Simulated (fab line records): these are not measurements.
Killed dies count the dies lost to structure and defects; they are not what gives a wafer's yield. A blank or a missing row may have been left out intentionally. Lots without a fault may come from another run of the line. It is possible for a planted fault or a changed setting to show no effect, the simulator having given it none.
Split-lot study    flow sfq line    5 lots, 23 wafers read, on a route of 325 steps

== ON THE SPLIT ==
At SFQ_TRILAYER_I3_CMP_CMP_082 (polishes SiO2), the setting leave above ref nm was moved away from the recipe's 200 nm on 6 of the 23 wafers read, by -7.0% to +4.0%. The other wafers ran this setting at the recipe's value.

== FROM THE SPLIT TO THE READING: what the file shows between them, 4 steps ==
- SFQ_TRILAYER_I3_METRO_MEASURE_083
- SFQ_TRILAYER_I3_VIA_LITHO_PEB_088: peb time 60 s (also split here: peb time s)
- SFQ_TRILAYER_I3_VIA_LITHO_DEVELOP_087: time 60 s
- SFQ_TRILAYER_I3_VIA_BARC_OPEN_VIA_ETCH_121: etches BARC in O2, target depth 125 nm, time 41.7 s

== THE READING ==
oes product au, in a.u., at SFQ_TRILAYER_I3_VIA_ETCH_VIA_ETCH_088 (etches SiO2 in CHF3, stops on Nb, target depth 260 nm). Typical for fault-free wafers on this fab line: 0.854 a.u., with standard deviation 0.006 a.u.

wafer   tool, chamber at the split  leave above ref nm as run, nm  against the recipe  oes product au, a.u.  against lot-mates on the recipe
L074.1  cmp-01, 2                   200                            recipe              0.861                 -
L074.2  cmp-01, 0                   200                            recipe              0.863                 -
L074.3  cmp-01, 1                   200                            recipe              0.854                 -
L074.5  cmp-01, 3                   200                            recipe              0.865                 -
L074.6  cmp-01, 0                   200                            recipe              0.865                 -
L078.1  cmp-01, 0                   200                            recipe              0.855                 -
L078.3  cmp-01, 3                   194.6                          -2.7%               0.842                 -0.011
L078.4  cmp-01, 1                   194.6                          -2.7%               0.844                 -0.009
L078.5  cmp-01, 0                   200                            recipe              0.860                 -
L078.6  cmp-01, 3                   200                            recipe              0.844                 -
L079.1  cmp-01, 0                   200                            recipe              0.850                 -
L079.2  cmp-01, 3                   200                            recipe              0.853                 -
L079.4  cmp-01, 1                   200                            recipe              0.851                 -
L082.1  cmp-01, 2                   200                            recipe              0.847                 -
L082.2  cmp-01, 3                   186                            -7.0%               0.818                 -0.028
L082.3  cmp-01, 1                   200                            recipe              0.842                 -
L082.5  cmp-01, 2                   200                            recipe              0.849                 -
L082.6  cmp-01, 3                   186                            -7.0%               0.819                 -0.027
L083.1  cmp-01, 2                   200                            recipe              0.850                 -
L083.2  cmp-01, 1                   200                            recipe              0.854                 -
L083.4  cmp-01, 0                   200                            recipe              0.855                 -
L083.5  cmp-01, 3                   208.1                          +4.0%               0.866                 +0.013
L083.6  cmp-01, 2                   208.1                          +4.0%               0.879                 +0.026

FIT RESULTS
A straight line over all 23 wafers: oes product au changes by +0.00485 a.u. for each +1% of leave above ref nm; r = +0.89; the points scatter about the line by 0.0064 a.u.
The same after taking each lot's own level away (the mean of its wafers on the recipe; 23 wafers): +0.00414 a.u. for each +1%; r = +0.93; scatter 0.0042 a.u.
Per that fit: largest leave above ref nm move, reading shift of 0.029 a.u.
The lots' own levels span 0.8460 to 0.8616 a.u., that is 2.6 times the standard deviation above.
Hence the slope depends on the lot-to-lot level, as the two fits are not the same.
Check: -0.0288 a.u. against its lot-mates is what the line predicts for one of the wafers moved furthest among these (-7.0%) when that wafer is left out of the fit. Against them it came out at -0.028 a.u.

== FURTHER SPLITS ON THESE WAFERS ==
These wafers also went through other splits before the reading. Each is held against what the fit with the lots' levels taken away leaves over:
other split on the same wafers                     wafers away from the commonest value  r with oes product au (lot level and that fit taken away)
SFQ_TRILAYER_I1_VIA_BARC_OPEN_VIA_ETCH_071 time s  7                                     +0.05
SFQ_TRILAYER_M2_LITHO_COAT_057 resist thk nm       9                                     +0.22
SFQ_TRILAYER_M2_ETCH_METAL_ETCH_060 bias w         3                                     -0.05
SFQ_TRILAYER_I2_CMP_CMP_064 leave above ref nm     8                                     +0.39
SFQ_TRILAYER_I2_VIA_LITHO_EXPOSE_068 dose mj       5                                     +0.30
SFQ_TRILAYER_M3_LITHO_COAT_080 resist thk nm       9                                     -0.07
SFQ_TRILAYER_I3_VIA_LITHO_PEB_088 peb time s       5                                     +0.12

== THE WHOLE CHAIN: every reading that the file lists as answering this split, in the file's order ==
step                                   what it does                                           reading                                                                                    change (the file's fit)                    r (the file's)
SFQ_TRILAYER_I3_CMP_CMP_082            polishes SiO2                                          SiO2_of_TRILAYER_I3_DEP_PECVD_081.thk nm (the simulator's own value, which no gauge read)  +1.99 nm for each +1% of the setting       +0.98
SFQ_TRILAYER_I3_METRO_MEASURE_083                                                             thk nm                                                                                     +1.98 nm for each +1% of the setting       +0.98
SFQ_TRILAYER_I3_VIA_ETCH_VIA_ETCH_088  etches SiO2 in CHF3, stops on Nb, target depth 260 nm  oes product au                                                                             +0.00412 a.u. for each +1% of the setting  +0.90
SFQ_TRILAYER_I3_VIA_ETCH_VIA_ETCH_088  etches SiO2 in CHF3, stops on Nb, target depth 260 nm  I3.feature depth nm (the simulator's own value, which no gauge read)                       +1.99 nm for each +1% of the setting       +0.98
SFQ_TRILAYER_I3_VIA_ETCH_VIA_ETCH_088  etches SiO2 in CHF3, stops on Nb, target depth 260 nm  etch.depth nm (the simulator's own value, which no gauge read)                             +2.26 nm for each +1% of the setting       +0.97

== THE FILE'S OWN FIT ==
oes product au changes by +0.00412 a.u. for each +1% of leave above ref nm, r = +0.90.
